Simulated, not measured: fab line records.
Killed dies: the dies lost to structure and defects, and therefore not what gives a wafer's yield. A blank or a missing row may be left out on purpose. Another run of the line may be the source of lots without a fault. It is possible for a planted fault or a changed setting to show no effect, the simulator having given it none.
Chamber matching || flow sky130 || 4 sister chambers for SKY_CONTACT_ETCH_17 on rie-diel-02
The step etches SiO2 in C4F8/O2/Ar, stops on Si3N4, target depth 340 nm. 8 wafers are shown with their chamber, then 8 later ones without.

WAFERS WITH THEIR CHAMBER
{"wafer": "L075.4", "chamber": 3, "oes-product-au (a.u.)": 0.891}
{"wafer": "L080.6", "chamber": 1, "oes-product-au (a.u.)": 0.897}
{"wafer": "L086.1", "chamber": 1, "oes-product-au (a.u.)": 0.894}
{"wafer": "L086.2", "chamber": 2, "oes-product-au (a.u.)": 0.896}
{"wafer": "L089.2", "chamber": 2, "oes-product-au (a.u.)": 0.887}
{"wafer": "L089.5", "chamber": 0, "oes-product-au (a.u.)": 0.885}
{"wafer": "L089.6", "chamber": 3, "oes-product-au (a.u.)": 0.896}
{"wafer": "L093.1", "chamber": 0, "oes-product-au (a.u.)": 0.888}

WAFERS WHOSE CHAMBER IS MISSING
{"wafer": "L093.2", "oes-product-au (a.u.)": 0.888}
{"wafer": "L093.6", "oes-product-au (a.u.)": 0.888}
{"wafer": "L094.1", "oes-product-au (a.u.)": 0.887}
{"wafer": "L094.3", "oes-product-au (a.u.)": 0.886}
{"wafer": "L094.6", "oes-product-au (a.u.)": 0.891}
{"wafer": "L097.1", "oes-product-au (a.u.)": 0.896}
{"wafer": "L097.2", "oes-product-au (a.u.)": 0.894}
{"wafer": "L097.5", "oes-product-au (a.u.)": 0.888}

CHAMBER TAKEN BY EACH
{"wafer": "L093.2", "from the rows above": "can't be placed: 0 or 2 or 3 or 1", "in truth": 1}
{"wafer": "L093.6", "from the rows above": "can't be placed: 0 or 2 or 3 or 1", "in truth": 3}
{"wafer": "L094.1", "from the rows above": "can't be placed: 0 or 2 or 3", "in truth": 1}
{"wafer": "L094.3", "from the rows above": "can't be placed: 0 or 2 or 3", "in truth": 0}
{"wafer": "L094.6", "from the rows above": "can't be placed: 2 or 3 or 0 or 1", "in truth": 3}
{"wafer": "L097.1", "from the rows above": "can't be placed: 1 or 3 or 2", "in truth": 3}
{"wafer": "L097.2", "from the rows above": "can't be placed: 3 or 1 or 2 or 0", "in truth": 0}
{"wafer": "L097.5", "from the rows above": "can't be placed: 0 or 2 or 3 or 1", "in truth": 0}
Placed correctly: 0 of 8. Not placeable from these rows: 8 (in 7, the candidates include the true chamber). Placed wrongly: 0.
How it was worked out, from the rows above alone: a wafer's distance from a chamber is the root of the sum, over the readings, of the square of ((its reading less the chamber's mean) divided by the reading's scatter). The wafer belongs to the nearest chamber; if the next one is less than 2 further off, it can't be placed. Each chamber's mean is taken over the wafers shown for it. How the scatter is found: for the shown wafers, subtract from each reading the mean of its chamber, square and add these, divide the total by (wafers less chambers), then take the root.
